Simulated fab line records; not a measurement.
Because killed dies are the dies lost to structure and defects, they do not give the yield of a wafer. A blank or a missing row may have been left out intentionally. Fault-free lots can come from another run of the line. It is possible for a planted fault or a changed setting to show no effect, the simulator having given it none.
Which of the tools did it? | flow gf180mcu | 11 lots, 33 wafers sampled, at 7 steps of a route of 602

== WHAT THE GAUGES SHOWED, per wafer ==
GF_V3_THK_MEAS_03. Usual: for V3_CVD_02_THK the level is 850 nm and the standard deviation is 10.
lot  | measured     | on           | V3_CVD_02_THK (nm) | flag
L504 | day 22 13:25 | filmMetro-03 | 845 850 853        | 
L506 | day 23 07:44 | filmMetro-03 | 834 840 860        | 
L507 | day 23 17:07 | filmMetro-01 | 835 836 846        | 
L508 | day 24 04:55 | filmMetro-03 | 860 866 856        | 
L510 | day 24 18:08 | filmMetro-04 | 851 835 853        | 
L518 | day 27 18:44 | filmMetro-03 | 833 855 855        | 
L519 | day 28 08:11 | filmMetro-04 | 837 842 851        | 
L520 | day 28 12:02 | filmMetro-01 | 839 832 837        | 
L522 | day 28 13:48 | filmMetro-04 | 834 840 851        | 
L523 | day 29 03:46 | filmMetro-03 | 849 852 864        | 
L524 | day 29 07:26 | filmMetro-04 | 841 842 866        | 

GF_V3_RS_MEAS_24: uses a four-point probe to measure. Usual: for V3_W_RS the level is 0.325 ohm/sq and the standard deviation is 0.0049.
lot  | measured     | on           | V3_W_RS (ohm/sq)  | flag
L504 | day 23 14:13 | filmMetro-01 | 0.325 0.317 0.331 | 
L506 | day 24 07:15 | filmMetro-03 | 0.328 0.330 0.329 | 
L507 | day 24 17:04 | filmMetro-01 | 0.331 0.329 0.333 | 
L508 | day 25 04:49 | filmMetro-03 | 0.260 0.254 0.263 | OFF
L510 | day 25 17:31 | filmMetro-04 | 0.263 0.253 0.262 | OFF
L518 | day 28 16:03 | filmMetro-03 | 0.326 0.323 0.323 | 
L519 | day 29 05:07 | filmMetro-04 | 0.316 0.328 0.316 | 
L520 | day 29 08:33 | filmMetro-01 | 0.321 0.327 0.318 | 
L522 | day 29 10:48 | filmMetro-01 | 0.325 0.323 0.320 | 
L523 | day 30 00:20 | filmMetro-03 | 0.329 0.332 0.329 | 
L524 | day 30 03:40 | filmMetro-01 | 0.331 0.328 0.328 | 

GF_V3_THK_MEAS_25: measures by xrf. Usual: for V3_W_THK the level is 331 nm and the standard deviation is 5.4.
lot  | measured     | on           | V3_W_THK (nm) | flag
L504 | day 23 14:19 | filmMetro-01 | 332 340 326   | 
L506 | day 24 07:22 | filmMetro-03 | 329 328 329   | 
L507 | day 24 17:11 | filmMetro-01 | 328 326 325   | 
L508 | day 25 04:55 | filmMetro-03 | 405 415 398   | OFF
L510 | day 25 17:38 | filmMetro-04 | 412 427 416   | OFF
L518 | day 28 16:10 | filmMetro-03 | 331 335 334   | 
L519 | day 29 05:14 | filmMetro-04 | 345 331 345   | 
L520 | day 29 08:40 | filmMetro-01 | 331 328 336   | 
L522 | day 29 10:54 | filmMetro-01 | 329 331 333   | 
L523 | day 30 00:26 | filmMetro-03 | 326 323 327   | 
L524 | day 30 03:46 | filmMetro-01 | 325 329 328   | 

GF_M4_THK_MEAS_06: measures by xrf. Usual: for M4_ALCU_THK the level is 450 nm and the standard deviation is 4.2.
lot  | measured     | on           | M4_ALCU_THK (nm) | flag
L504 | day 23 15:01 | filmMetro-01 | 457 450 446      | 
L506 | day 24 08:04 | filmMetro-03 | 446 447 447      | 
L507 | day 24 17:53 | filmMetro-02 | 446 446 446      | 
L508 | day 25 05:37 | filmMetro-01 | 449 449 449      | 
L510 | day 25 18:20 | filmMetro-03 | 448 445 445      | 
L518 | day 28 16:54 | filmMetro-01 | 438 443 440      | 
L519 | day 29 05:56 | filmMetro-03 | 451 456 453      | 
L520 | day 29 09:22 | filmMetro-01 | 459 453 455      | 
L522 | day 29 11:36 | filmMetro-02 | 454 453 458      | 
L523 | day 30 01:08 | filmMetro-01 | 447 448 444      | 
L524 | day 30 04:28 | filmMetro-03 | 453 457 454      | 

== WHAT TOOL EACH LOT RAN ON (gives the tool, then ch and the chambers of the sampled wafers, and finally the start) ==
lot  | GF_V3_SPUTTER_21            | GF_V3_CVD_23                 | GF_V3_CMP_26
L504 | pvdSputter-02, day 23 13:59 | cvdW-02 ch 0,1, day 23 14:05 | cmp-02 ch 1,2,3, day 23 14:28
L506 | pvdSputter-03, day 24 07:02 | cvdW-01 ch 0,1, day 24 07:08 | cmp-01 ch 0,1,3, day 24 07:29
L507 | pvdSputter-03, day 24 16:50 | cvdW-01 ch 0,1, day 24 16:56 | cmp-01 ch 1,2,3, day 24 17:14
L508 | pvdSputter-02, day 25 04:34 | cvdW-02 ch 0,1, day 25 04:41 | cmp-01 ch 0,1,3, day 25 05:00
L510 | pvdSputter-02, day 25 17:19 | cvdW-02 ch 0,1, day 25 17:25 | cmp-02 ch 0,3, day 25 17:45
L518 | pvdSputter-02, day 28 15:47 | cvdW-01 ch 1, day 28 15:53   | cmp-01 ch 0,3, day 28 16:19
L519 | pvdSputter-03, day 29 04:55 | cvdW-02 ch 0,1, day 29 05:01 | cmp-02 ch 1,3, day 29 05:18
L520 | pvdSputter-01, day 29 08:20 | cvdW-02 ch 0,1, day 29 08:26 | cmp-02 ch 1,2,3, day 29 08:44
L522 | pvdSputter-02, day 29 10:32 | cvdW-01 ch 0,1, day 29 10:41 | cmp-02 ch 2,3, day 29 10:56
L523 | pvdSputter-01, day 30 00:06 | cvdW-01 ch 0,1, day 30 00:12 | cmp-02 ch 1,3, day 30 00:32
L524 | pvdSputter-01, day 30 03:26 | cvdW-01 ch 1, day 30 03:32   | cmp-01 ch 1,3, day 30 03:49
- GF_V3_SPUTTER_21: material Ti, target thk 15 nm, time 80.02 s.
- GF_V3_CVD_23: deposits W, target thk 350 nm, time 104.9 s.
- GF_V3_CMP_26: polishes, stops on SiO2, t overpolish 15 s, target thk 0 nm.

== WHAT THE TOOLS THEMSELVES READ (means of the sampled wafers that have a number; where no wafer has one, the mark that the record gives instead) ==
GF_V3_SPUTTER_21. Usual: throttleValvePct 29.8 %, standard deviation 0.78.
lot  | tool          | throttleValvePct (%) | flag
L504 | pvdSputter-02 | 29.5                 | 
L506 | pvdSputter-03 | 30.0                 | 
L507 | pvdSputter-03 | 29.6                 | 
L508 | pvdSputter-02 | 29.4                 | 
L510 | pvdSputter-02 | 29.8                 | 
L518 | pvdSputter-02 | 29.7                 | 
L519 | pvdSputter-03 | 30.3                 | 
L520 | pvdSputter-01 | 29.0                 | 
L522 | pvdSputter-02 | 30.1                 | 
L523 | pvdSputter-01 | 30.1                 | 
L524 | pvdSputter-01 | 29.9                 | 

GF_V3_CVD_23. Usual: heaterPowerW 938 W, standard deviation 91; susceptorTempC 399.97 C, standard deviation 0.21.
lot  | tool    | heaterPowerW (W) | susceptorTempC (C) | flag
L504 | cvdW-02 | 848              | 400.00             | 
L506 | cvdW-01 | 987              | 400.03             | 
L507 | cvdW-01 | 1023             | 399.84             | 
L508 | cvdW-02 | 914              | 412.80             | OFF
L510 | cvdW-02 | 918              | 412.48             | OFF
L518 | cvdW-01 | 1080             | 399.74             | 
L519 | cvdW-02 | 905              | 399.71             | 
L520 | cvdW-02 | 893              | 400.07             | 
L522 | cvdW-01 | 1034             | 400.28             | 
L523 | cvdW-01 | 1025             | 399.77             | 
L524 | cvdW-01 | 1080             | 400.05             | 

GF_V3_CMP_26. Usual: motorCurrentA 11.1 A, standard deviation 0.96; timeToEndpointS 86 s, standard deviation 3.
lot  | tool   | motorCurrentA (A) | timeToEndpointS (s) | flag
L504 | cmp-02 | 10.5              | 86                  | 
L506 | cmp-01 | 10.8              | 83                  | 
L507 | cmp-01 | 11.3              | 81                  | 
L508 | cmp-01 | 10.6              | 109                 | OFF
L510 | cmp-02 | 11.7              | 108                 | OFF
L518 | cmp-01 | 10.6              | 87                  | 
L519 | cmp-02 | 10.8              | 89                  | 
L520 | cmp-02 | 10.2              | 90                  | 
L522 | cmp-02 | 10.8              | 88                  | 
L523 | cmp-02 | 10.9              | 84                  | 
L524 | cmp-01 | 10.7              | 84                  | 

== THE ANSWER, worked out from the rows above alone ==
Rule: lot off if the mean of its wafers having a number is beyond 3 standard deviations from the usual mean. Also off: a lot with no number at a reading for which 4 or more lots have one. Where the step has rows for the other lots, those lots are counted as sound. The gauges are gone through in route order, then the tools' own readings, and for those a lot's mean is taken as printed above. The first step at which some lot is off is used, and at that step the reading that is off furthest; a lot without a number counts as furthest.
Off: L508, L510, seen at GF_V3_RS_MEAS_24 (V3_W_RS).
A tool fits if, at a process step before that reading, it ran every lot that is off, and no sound lot after the first of them. The gauges at GF_V3_RS_MEAS_24 aren't tried: what is off there is off at GF_V3_CVD_23 too, on other tools, and a gauge's error can't cause that. No candidate that was tried fits.

== WHAT THE SIMULATOR PUT IN ==
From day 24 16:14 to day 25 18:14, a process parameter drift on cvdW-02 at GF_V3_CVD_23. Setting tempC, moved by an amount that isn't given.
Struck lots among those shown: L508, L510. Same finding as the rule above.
